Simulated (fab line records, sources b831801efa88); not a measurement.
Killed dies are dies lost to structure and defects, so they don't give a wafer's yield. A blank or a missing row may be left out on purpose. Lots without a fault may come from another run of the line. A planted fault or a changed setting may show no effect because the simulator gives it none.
A struck lot beside a sound one | flow sky130 | 15 steps out of a route of 708
Sound: wafers L535.2, L535.3, L535.5. Struck: wafers L544.2, L544.3, L544.6. The cause comes at the end.
At each step with rows: each side's tool, then ch and its chambers, then its first start. Under that, the readings that differ: sound wafers | struck wafers | difference of the means | sigmas: that difference in standard deviations of wafers without a fault.
alike: readings whose means differ by less than 2 such deviations, and words and numbers that are the same on both sides. not compared: withheld readings, readings that some wafer has no value for, bounds like >300 that may hide the same value, and numbers for which the record gives no deviation and whose values overlap.
The two part at a step that has a row with sigmas, a row that says differs or no value, or rows on one side only. Numbers that don't overlap but have no deviation are shown without sigmas and don't part them. A reading that every wafer of one side lacks parts them only if that side has two wafers or more.

SKY_METAL5_SPUTTER_01: material TiN, target thk 20 nm, time 16.7 s.
  sound on pvd_sputter-03, day 43 16:11; struck on pvd_sputter-03, day 46 04:43
  alike: chamber_pressure_pa, throttle_valve_pct
SKY_METAL5_SPUTTER_02: material AlCu, target thk 1150 nm, time 61.2 s.
  sound on pvd_sputter-03, day 43 16:13; struck on pvd_sputter-03, day 46 04:45
  alike: chamber_pressure_pa, throttle_valve_pct
SKY_METAL5_SPUTTER_03: material Ti, target thk 5 nm, time 3.3 s.
  sound on pvd_sputter-03, day 43 16:16; struck on pvd_sputter-03, day 46 04:48
  alike: chamber_pressure_pa, throttle_valve_pct
SKY_METAL5_SPUTTER_04: material TiN, target thk 70 nm, time 57.49 s.
  sound on pvd_sputter-03, day 43 16:17; struck on pvd_sputter-03, day 46 04:49
  alike: chamber_pressure_pa, throttle_valve_pct
SKY_METAL5_RS_MEAS_05: measures by four-point-probe.
  sound on film_metro-03, day 43 16:23; struck on film_metro-03, day 46 04:53
  alike: METAL5_ALCU_RS
SKY_METAL5_THK_MEAS_06: measures by xrf.
  sound on film_metro-03, day 43 16:30; struck on film_metro-03, day 46 05:00
  alike: METAL5_ALCU_THK
then, 6 steps without rows for these wafers: SKY_METAL5_DEHYDRATE_07 (time 60 s); SKY_METAL5_HMDS_08 (prime time 60 s); SKY_METAL5_COAT_09 (resist thk 1800 nm); SKY_METAL5_SOFTBAKE_10 (time 60 s); SKY_METAL5_EXPOSE_11 (exposes mask MM5, target cd 1600 nm); SKY_METAL5_PEB_12.
SKY_METAL5_DEVELOP_13: develop time 60 s.
  sound on litho_track-01 ch 0, day 44 15:00; struck on litho_track-02 ch 0, day 47 00:26
  reading              | sound             | struck            | difference | sigmas
  developer_temp_C (C) | 22.83 22.90 22.86 | 24.15 24.01 24.14 | +1.24      | +11
  alike: exhaust_pa
SKY_METAL5_DESCUM_14: chemistry O2, time 11 s.
  sound on rie_metal-01 ch 0,1, day 44 15:08; struck on rie_metal-01 ch 1, day 47 00:33
  alike: drypump_motor_current_A, oes_product_au
  not compared: rf_hours_counter_h
SKY_PAD_OPEN_PROBE_99:
  sound on prober-02, day 46 14:14; struck on prober-01, day 48 19:37
  alike: defect_limited_yield, killed_at_M0_to_M3, killed_at_M4_up, killed_at_contacts, killed_at_front_end, killed_at_other, killed_dies, killed_open, killed_short, sort_bin_3_pad_short, sort_bin_5_function, sort_bin_6_memory, sort_n_pass, sort_yield_pct

WHERE THEY PART
Only at SKY_METAL5_DEVELOP_13, within this record. Later steps at which nothing parts them and some readings are alike: SKY_METAL5_DESCUM_14, SKY_PAD_OPEN_PROBE_99.

WHY: what the simulator had put in
Process parameter drift: litho_track-02, from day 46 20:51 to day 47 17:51, at SKY_METAL5_DEVELOP_13. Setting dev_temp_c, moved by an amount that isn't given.
